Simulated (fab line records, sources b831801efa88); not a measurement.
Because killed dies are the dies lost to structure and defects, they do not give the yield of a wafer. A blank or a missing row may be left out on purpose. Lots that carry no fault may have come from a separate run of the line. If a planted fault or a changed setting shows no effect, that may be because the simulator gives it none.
Chamber matching + flow gf180mcu + pecvd-03 running GF_PASSIVATION_CVD_00: 3 sister chambers
The step deposits SiO2 from TEOS, target thk 1000 nm, time 111.95 s. 6 wafers are shown with their chamber, then 9 later ones without.

## EACH WAFER AND ITS CHAMBER
| wafer  | chamber | heater power w (W) |
|--------|---------|--------------------|
| L544.1 | 2       | 606                |
| L544.2 | 0       | 722                |
| L544.3 | 1       | 541                |
| L548.1 | 1       | 457                |
| L548.3 | 2       | 585                |
| L548.6 | 0       | 730                |

## WAFERS MISSING THEIR CHAMBER
| wafer  | heater power w (W) |
|--------|--------------------|
| L549.1 | 619                |
| L549.3 | 668                |
| L549.6 | 541                |
| L550.1 | 668                |
| L550.3 | 565                |
| L550.6 | 436                |
| L551.1 | 536                |
| L551.4 | 670                |
| L551.6 | 548                |

## CHAMBER TAKEN BY EACH
| wafer  | from the rows above     | in truth                   |
|--------|-------------------------|----------------------------|
| L549.1 | 2                       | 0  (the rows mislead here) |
| L549.3 | can't be placed: 0 or 2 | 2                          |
| L549.6 | can't be placed: 1 or 2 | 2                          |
| L550.1 | can't be placed: 0 or 2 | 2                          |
| L550.3 | can't be placed: 2 or 1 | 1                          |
| L550.6 | 1                       | 1                          |
| L551.1 | can't be placed: 1 or 2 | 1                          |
| L551.4 | can't be placed: 0 or 2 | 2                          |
| L551.6 | can't be placed: 2 or 1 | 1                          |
Correctly placed: 1 of 9. Unplaceable from these rows: 7, with the true chamber sitting among the candidates in 7. Placed wrongly: 1.
How it was worked out, from the rows above alone: a wafer's distance from a chamber is the root of the sum, over the readings, of the square of ((its reading less the chamber's mean) divided by the reading's scatter). The wafer belongs to the nearest chamber; if the next one is less than 2 further off, it can't be placed. A chamber's mean is the mean of its shown wafers. The scatter: the root of (the sum of the squares of (reading less its chamber's mean) over the shown wafers, divided by (wafers less chambers)).
